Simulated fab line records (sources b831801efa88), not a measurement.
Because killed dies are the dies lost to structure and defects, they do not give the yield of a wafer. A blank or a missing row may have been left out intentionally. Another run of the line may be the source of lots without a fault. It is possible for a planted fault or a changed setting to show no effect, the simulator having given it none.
What tool caused it? / flow sky130 / 33 wafers from 11 lots sampled at 6 of the route's 708 steps

== WHAT THE GAUGES SHOWED, per wafer ==
SKY_FIELD_ISO_THK_MEAS_02. Usual: FIELD_ISO_OXIDATION_00_THK 11.90 nm, standard deviation 0.23.
lot=L124; measured=day 1 16:38; on=filmMetro-02; FIELD_ISO_OXIDATION_00_THK (nm)=11.33 11.32 11.36; flag=
lot=L125; measured=day 1 22:49; on=filmMetro-04; FIELD_ISO_OXIDATION_00_THK (nm)=11.79 11.62 11.79; flag=
lot=L127; measured=day 2 08:14; on=filmMetro-02; FIELD_ISO_OXIDATION_00_THK (nm)=11.62 11.79 11.83; flag=
lot=L128; measured=day 2 12:38; on=filmMetro-01; FIELD_ISO_OXIDATION_00_THK (nm)=11.60 11.49 11.57; flag=
lot=L129; measured=day 2 18:29; on=filmMetro-01; FIELD_ISO_OXIDATION_00_THK (nm)=11.80 12.12 11.97; flag=
lot=L135; measured=day 4 00:52; on=filmMetro-02; FIELD_ISO_OXIDATION_00_THK (nm)=11.92 11.73 11.78; flag=
lot=L136; measured=day 4 05:56; on=filmMetro-01; FIELD_ISO_OXIDATION_00_THK (nm)=11.72 11.80 11.73; flag=
lot=L142; measured=day 5 10:41; on=filmMetro-01; FIELD_ISO_OXIDATION_00_THK (nm)=11.75 11.91 11.84; flag=
lot=L143; measured=day 5 15:38; on=filmMetro-04; FIELD_ISO_OXIDATION_00_THK (nm)=12.00 11.98 12.06; flag=
lot=L145; measured=day 6 01:39; on=filmMetro-02; FIELD_ISO_OXIDATION_00_THK (nm)=11.94 12.09 12.06; flag=
lot=L146; measured=day 6 08:38; on=filmMetro-01; FIELD_ISO_OXIDATION_00_THK (nm)=12.26 12.31 12.23; flag=

SKY_POLY_GATE_THK_MEAS_21. Usual: POLY_GATE_OXIDATION_THK 4.01 nm, standard deviation 0.088.
lot=L124; measured=day 16 19:49; on=filmMetro-01; POLY_GATE_OXIDATION_THK (nm)=3.95 3.87 3.85; flag=
lot=L125; measured=day 17 23:03; on=filmMetro-01; POLY_GATE_OXIDATION_THK (nm)=3.99 4.11 4.03; flag=
lot=L127; measured=day 19 00:59; on=filmMetro-03; POLY_GATE_OXIDATION_THK (nm)=3.84 3.84 4.00; flag=
lot=L128; measured=day 19 00:58; on=filmMetro-01; POLY_GATE_OXIDATION_THK (nm)=3.88 3.96 3.97; flag=
lot=L129; measured=day 19 02:17; on=filmMetro-04; POLY_GATE_OXIDATION_THK (nm)=4.10 4.08 4.00; flag=
lot=L135; measured=day 20 16:14; on=filmMetro-03; POLY_GATE_OXIDATION_THK (nm)=4.00 4.06 4.05; flag=
lot=L136; measured=day 20 23:20; on=filmMetro-04; POLY_GATE_OXIDATION_THK (nm)=3.99 3.94 3.96; flag=
lot=L142; measured=day 23 16:20; on=filmMetro-04; POLY_GATE_OXIDATION_THK (nm)=4.12 4.11 4.06; flag=
lot=L143; measured=day 23 22:37; on=filmMetro-01; POLY_GATE_OXIDATION_THK (nm)=3.96 3.95 3.96; flag=
lot=L145; measured=day 24 01:24; on=filmMetro-03; POLY_GATE_OXIDATION_THK (nm)=4.23 4.28 4.23; flag=
lot=L146; measured=day 24 04:02; on=filmMetro-04; POLY_GATE_OXIDATION_THK (nm)=4.09 4.14 4.21; flag=

SKY_LDD_N_OVL_MEAS_07. Usual: LDD_N_OVL 0.9 nm, standard deviation 1.2.
lot=L124; measured=day 18 00:31; on=overlay-01; LDD_N_OVL (nm)=1.4 1.0 1.8; flag=
lot=L125; measured=day 19 04:28; on=overlay-01; LDD_N_OVL (nm)=-0.5 -0.1 -1.1; flag=
lot=L127; measured=day 20 08:29; on=overlay-02; LDD_N_OVL (nm)=2.5 2.0 0.0; flag=
lot=L128; measured=day 20 08:46; on=overlay-01; LDD_N_OVL (nm)=2.0 0.8 2.9; flag=
lot=L129; measured=day 20 09:40; on=overlay-02; LDD_N_OVL (nm)=1.3 0.7 1.1; flag=
lot=L135; measured=day 22 07:04; on=overlay-01; LDD_N_OVL (nm)=2.3 2.3 2.3; flag=
lot=L136; measured=day 22 11:28; on=overlay-02; LDD_N_OVL (nm)=1.2 -0.5 -0.6; flag=
lot=L142; measured=day 24 21:11; on=overlay-02; LDD_N_OVL (nm)=-0.2 0.5 1.0; flag=
lot=L143; measured=day 25 03:40; on=overlay-01; LDD_N_OVL (nm)=0.0 1.1 -0.5; flag=
lot=L145; measured=day 25 06:05; on=overlay-01; LDD_N_OVL (nm)=0.3 1.6 0.8; flag=
lot=L146; measured=day 25 09:13; on=overlay-01; LDD_N_OVL (nm)=1.1 0.7 -0.8; flag=

SKY_SD_N_RS_MEAS_16: measurement is done with a four-point probe. Usual: SD_N_RS 68.57 ohm/sq, standard deviation 0.11.
lot=L124; measured=day 28 07:44; on=filmMetro-03; SD_N_RS (ohm/sq)=68.54 68.60 68.48; flag=
lot=L125; measured=day 29 12:43; on=filmMetro-01; SD_N_RS (ohm/sq)=68.66 68.72 68.56; flag=
lot=L127; measured=day 30 01:29; on=filmMetro-01; SD_N_RS (ohm/sq)=68.49 68.59 68.59; flag=
lot=L128; measured=day 30 01:55; on=filmMetro-04; SD_N_RS (ohm/sq)=68.50 68.44 68.51; flag=
lot=L129; measured=day 30 15:30; on=filmMetro-04; SD_N_RS (ohm/sq)=68.49 68.49 68.48; flag=
lot=L135; measured=day 31 22:31; on=filmMetro-01; SD_N_RS (ohm/sq)=67.44 67.65 67.70; flag=OFF
lot=L136; measured=day 32 06:22; on=filmMetro-01; SD_N_RS (ohm/sq)=67.60 67.32 67.45; flag=OFF
lot=L142; measured=day 34 03:44; on=filmMetro-04; SD_N_RS (ohm/sq)=68.35 68.50 68.23; flag=
lot=L143; measured=day 34 16:40; on=filmMetro-03; SD_N_RS (ohm/sq)=68.65 68.53 68.53; flag=
lot=L145; measured=day 34 17:04; on=filmMetro-04; SD_N_RS (ohm/sq)=68.60 68.64 68.56; flag=
lot=L146; measured=day 34 19:54; on=filmMetro-03; SD_N_RS (ohm/sq)=68.42 68.59 68.63; flag=

== TOOL THAT RAN EACH LOT (tool first, then ch and the chambers of the sampled wafers, then the start) ==
lot=L124; SKY_SD_N_IMPLANT_09=implanter-04 ch 0, day 28 07:03; SKY_SD_N_STRIP_11=plasmaAsher-04 ch 0,1, day 28 07:21
lot=L125; SKY_SD_N_IMPLANT_09=implanter-03 ch 0, day 29 12:01; SKY_SD_N_STRIP_11=plasmaAsher-03 ch 0,1, day 29 12:19
lot=L127; SKY_SD_N_IMPLANT_09=implanter-04 ch 0, day 30 00:48; SKY_SD_N_STRIP_11=plasmaAsher-01 ch 0,1, day 30 01:05
lot=L128; SKY_SD_N_IMPLANT_09=implanter-03 ch 0, day 30 01:05; SKY_SD_N_STRIP_11=plasmaAsher-03 ch 0,1, day 30 01:23
lot=L129; SKY_SD_N_IMPLANT_09=implanter-01 ch 0, day 30 14:49; SKY_SD_N_STRIP_11=plasmaAsher-03 ch 0,1, day 30 15:07
lot=L135; SKY_SD_N_IMPLANT_09=implanter-01 ch 0, day 31 21:48; SKY_SD_N_STRIP_11=plasmaAsher-01 ch 0,1, day 31 22:05
lot=L136; SKY_SD_N_IMPLANT_09=implanter-01 ch 0, day 32 05:41; SKY_SD_N_STRIP_11=plasmaAsher-01 ch 1, day 32 05:58
lot=L142; SKY_SD_N_IMPLANT_09=implanter-03 ch 0, day 34 03:03; SKY_SD_N_STRIP_11=plasmaAsher-04 ch 0, day 34 03:20
lot=L143; SKY_SD_N_IMPLANT_09=implanter-04 ch 0, day 34 15:59; SKY_SD_N_STRIP_11=plasmaAsher-04 ch 0,1, day 34 16:16
lot=L145; SKY_SD_N_IMPLANT_09=implanter-03 ch 0, day 34 16:23; SKY_SD_N_STRIP_11=plasmaAsher-03 ch 0,1, day 34 16:40
lot=L146; SKY_SD_N_IMPLANT_09=implanter-04 ch 0, day 34 19:13; SKY_SD_N_STRIP_11=plasmaAsher-04 ch 0,1, day 34 19:31
- SKY_SD_N_IMPLANT_09
- SKY_SD_N_STRIP_11: strips in O2/N2.

== AS READ BY THE TOOLS THEMSELVES (means over the sampled wafers that have a number; for cases with no such wafer, the mark the record gives instead) ==
SKY_SD_N_IMPLANT_09. Usual: beamOnS 19.7 s, standard deviation 0.93; endStationPressureTorr 1.24e-05 Torr, standard deviation 8e-07.
lot=L124; tool=implanter-04; beamOnS (s)=17.9; endStationPressureTorr (Torr)=1.28e-05; flag=
lot=L125; tool=implanter-03; beamOnS (s)=20.7; endStationPressureTorr (Torr)=1.21e-05; flag=
lot=L127; tool=implanter-04; beamOnS (s)=18.3; endStationPressureTorr (Torr)=1.30e-05; flag=
lot=L128; tool=implanter-03; beamOnS (s)=20.5; endStationPressureTorr (Torr)=1.26e-05; flag=
lot=L129; tool=implanter-01; beamOnS (s)=19.9; endStationPressureTorr (Torr)=1.20e-05; flag=
lot=L135; tool=implanter-01; beamOnS (s)=22.6; endStationPressureTorr (Torr)=5.37e-05; flag=OFF
lot=L136; tool=implanter-01; beamOnS (s)=22.6; endStationPressureTorr (Torr)=5.30e-05; flag=OFF
lot=L142; tool=implanter-03; beamOnS (s)=19.9; endStationPressureTorr (Torr)=1.22e-05; flag=
lot=L143; tool=implanter-04; beamOnS (s)=18.0; endStationPressureTorr (Torr)=1.33e-05; flag=
lot=L145; tool=implanter-03; beamOnS (s)=20.5; endStationPressureTorr (Torr)=1.19e-05; flag=
lot=L146; tool=implanter-04; beamOnS (s)=18.0; endStationPressureTorr (Torr)=1.30e-05; flag=

SKY_SD_N_STRIP_11. Usual: chamberPressureMTorr 1500.0 mTorr, standard deviation 1.3; drypumpMotorCurrentA 5.8 A, standard deviation 0.59; oesProductAu 0.527 a.u., standard deviation 0.0043; stripTimeToEndpointS 22.56 s, standard deviation 0.04.
lot=L124; tool=plasmaAsher-04; chamberPressureMTorr (mTorr)=1500.2; drypumpMotorCurrentA (A)=6.1; oesProductAu (a.u.)=0.528; stripTimeToEndpointS (s)=22.52; flag=
lot=L125; tool=plasmaAsher-03; chamberPressureMTorr (mTorr)=1498.1; drypumpMotorCurrentA (A)=5.9; oesProductAu (a.u.)=0.524; stripTimeToEndpointS (s)=22.56; flag=
lot=L127; tool=plasmaAsher-01; chamberPressureMTorr (mTorr)=1501.9; drypumpMotorCurrentA (A)=5.8; oesProductAu (a.u.)=0.528; stripTimeToEndpointS (s)=22.59; flag=
lot=L128; tool=plasmaAsher-03; chamberPressureMTorr (mTorr)=1500.0; drypumpMotorCurrentA (A)=5.9; oesProductAu (a.u.)=0.523; stripTimeToEndpointS (s)=22.58; flag=
lot=L129; tool=plasmaAsher-03; chamberPressureMTorr (mTorr)=1499.4; drypumpMotorCurrentA (A)=5.9; oesProductAu (a.u.)=0.521; stripTimeToEndpointS (s)=22.56; flag=
lot=L135; tool=plasmaAsher-01; chamberPressureMTorr (mTorr)=1500.6; drypumpMotorCurrentA (A)=5.6; oesProductAu (a.u.)=0.517; stripTimeToEndpointS (s)=23.02; flag=OFF
lot=L136; tool=plasmaAsher-01; chamberPressureMTorr (mTorr)=1499.3; drypumpMotorCurrentA (A)=5.3; oesProductAu (a.u.)=0.520; stripTimeToEndpointS (s)=23.08; flag=OFF
lot=L142; tool=plasmaAsher-04; chamberPressureMTorr (mTorr)=1499.1; drypumpMotorCurrentA (A)=6.7; oesProductAu (a.u.)=0.530; stripTimeToEndpointS (s)=22.53; flag=
lot=L143; tool=plasmaAsher-04; chamberPressureMTorr (mTorr)=1501.1; drypumpMotorCurrentA (A)=6.1; oesProductAu (a.u.)=0.526; stripTimeToEndpointS (s)=22.63; flag=
lot=L145; tool=plasmaAsher-03; chamberPressureMTorr (mTorr)=1500.6; drypumpMotorCurrentA (A)=5.9; oesProductAu (a.u.)=0.528; stripTimeToEndpointS (s)=22.57; flag=
lot=L146; tool=plasmaAsher-04; chamberPressureMTorr (mTorr)=1499.2; drypumpMotorCurrentA (A)=6.1; oesProductAu (a.u.)=0.524; stripTimeToEndpointS (s)=22.61; flag=

== THE ANSWER, worked out from the rows above alone ==
Rule: take the mean of a lot's wafers that have a number; if it is more than 3 standard deviations from the usual mean, the lot is off. A lot without any number at a reading at which 4 lots or more have one is off too. The other lots that the step has rows for count as sound. The gauges are gone through in route order, then the tools' own readings, and for those a lot's mean is taken as printed above. At the first step where some lot is off, the reading lying furthest off is the one used; lots without a number count as furthest.
Off: at SKY_SD_N_RS_MEAS_16 (SD_N_RS), L135, L136.
A tool fits if, at a process step before that reading, it ran every lot that is off, and no sound lot after the first of them. Not tried: the gauges at SKY_SD_N_RS_MEAS_16; whatever is off there is also off at SKY_SD_N_IMPLANT_09, on other tools, and gauge error can't account for it. This does not decide it: 2 tools fit, namely implanter-01 at SKY_SD_N_IMPLANT_09 and plasmaAsher-01 at SKY_SD_N_STRIP_11.

== WHAT HAD BEEN PUT IN BY THE SIMULATOR ==
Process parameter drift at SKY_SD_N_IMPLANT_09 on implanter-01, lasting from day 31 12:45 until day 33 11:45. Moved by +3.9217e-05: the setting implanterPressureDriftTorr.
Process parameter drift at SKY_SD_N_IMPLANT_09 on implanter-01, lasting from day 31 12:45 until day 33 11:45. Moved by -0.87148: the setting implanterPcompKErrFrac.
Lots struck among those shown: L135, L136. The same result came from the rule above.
